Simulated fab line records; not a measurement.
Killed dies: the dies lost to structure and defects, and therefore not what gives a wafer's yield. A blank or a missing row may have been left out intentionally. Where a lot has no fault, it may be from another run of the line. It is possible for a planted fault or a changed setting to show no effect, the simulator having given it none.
Struck lot and sound lot, side by side | flow sfq line | 15 out of 325 route steps
Sound: wafers L196.2, L196.5, L196.6. Struck: wafers L207.1, L207.2, L207.3. The cause is named last.
Each step with rows lists, per side, the tool, then ch with its chambers, then its first start. Under that, the readings that differ: sound wafers | struck wafers | difference of the means | sigmas: that difference in standard deviations of wafers without a fault.
alike: readings whose means differ by less than 2 such deviations, and words and numbers that are the same on both sides. not compared: withheld readings, readings that some wafer has no value for, bounds like >300 that may hide the same value, and numbers for which the record gives no deviation and whose values overlap.
The two part at a step that has a row with sigmas, a row that says differs or no value, or rows on one side only. When numbers do not overlap yet have no deviation, they are printed without sigmas and do not part them. A reading that every wafer of one side lacks parts them only if that side has two wafers or more.

SFQ_I5_OVL_MEAS_936:
  struck on overlay-01, day 79 22:13; sound on overlay-01, day 71 12:07
  alike: I5_OVL
SFQ_TRILAYER_I5_BARC_OPEN_VIA_ETCH_200: etches BARC in O2, target depth 125 nm, time 41.7 s.
  sound on rie diel-02 ch 0,1,3, day 71 12:08; struck on rie diel-02 ch 0,2,3, day 79 22:16
  alike: drypump motor current A, oes product au, run length s
  not compared: rf hours counter h
SFQ_TRILAYER_I5_ETCH_VIA_ETCH_147: etches the open film in CHF3, stops on Nb, target depth 360 nm.
  sound on rie diel-02 ch 0,1,3, day 71 12:11; struck on rie diel-02 ch 0,2,3, day 79 22:18
  alike: drypump motor current A, oes product au
SFQ_TRILAYER_I5_STRIP_STRIP_148: strips in O2.
  sound on rie metal-02 ch 0,1, day 71 12:20; struck on rie metal-03 ch 0,1, day 79 22:27
  alike: drypump motor current A, oes product au
  not compared: rf hours counter h
then, 7 steps without rows for these wafers: SFQ_TRILAYER_I5_STRIP_SOLV_CLEAN_149 (cleans in NMP, time 600 s); SFQ_TRILAYER_C5_LITHO_COAT_156 (resist thk 62 nm); SFQ_TRILAYER_C5_LITHO_COAT_151 (resist thk 650 nm); SFQ_TRILAYER_C5_LITHO_SOFTBAKE_155; SFQ_TRILAYER_C5_LITHO_EXPOSE_152 (exposes mask C5, target cd 500 nm); SFQ_TRILAYER_C5_LITHO_PEB_154 (peb time 60 s); SFQ_TRILAYER_C5_LITHO_DEVELOP_153 (time 60 s).
SFQ_C5_OVL_MEAS_937:
  struck on overlay-02, day 80 01:28; sound on overlay-01, day 75 07:26
  alike: C5_OVL
SFQ_TRILAYER_C5_BARC_OPEN_VIA_ETCH_210: etches BARC in O2, target depth 125 nm, time 41.7 s.
  sound on rie diel-04 ch 0,3, day 75 07:28; struck on rie diel-04 ch 1,2,3, day 80 01:31
  reading                                             | sound             | struck            | difference | sigmas
  oes product au (a.u.)                               | 0.684 0.688 0.687 | 0.766 0.768 0.763 | +0.079     | +17
  run length s (s)                                    | 69.1 71.1 69.4    | 63.9 63.9 63.7    | -6.0       | -12
  model.KrF_of_TRILAYER_C5_LITHO_COAT_151.thk nm (nm) | 572.6 575.6 576   | 581.1 581.8 580.2 | +6.3       |
  alike: drypump motor current A
  not compared: rf hours counter h
SFQ_TRILAYER_C5_ETCH_VIA_ETCH_154: etches SiO2 in CHF3, stops on Nb, target depth 84 nm.
  sound on rie diel-04 ch 0,3, day 75 07:30; struck on rie diel-04 ch 1,2,3, day 80 01:33
  reading                                             | sound             | struck            | difference | sigmas
  model.KrF_of_TRILAYER_C5_LITHO_COAT_151.thk nm (nm) | 558.2 561.2 561.7 | 566.5 567.6 565.7 | +6.2       |
  alike: drypump motor current A, oes product au
SFQ_TRILAYER_C5_STRIP_STRIP_155: strips in O2.
  sound on rie metal-02 ch 0,1, day 75 07:33; struck on rie metal-01 ch 0,1, day 80 01:36
  alike: drypump motor current A, oes product au
  not compared: rf hours counter h

WHERE THEY PART
SFQ_TRILAYER_C5_BARC_OPEN_VIA_ETCH_210 only, going by this record. Later steps at which nothing parts them and some readings are alike: SFQ_TRILAYER_C5_ETCH_VIA_ETCH_154, SFQ_TRILAYER_C5_STRIP_STRIP_155.

WHY: whatever the simulator had introduced
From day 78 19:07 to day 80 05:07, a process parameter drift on rie diel-04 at SFQ_TRILAYER_C5_BARC_OPEN_VIA_ETCH_210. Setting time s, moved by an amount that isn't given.
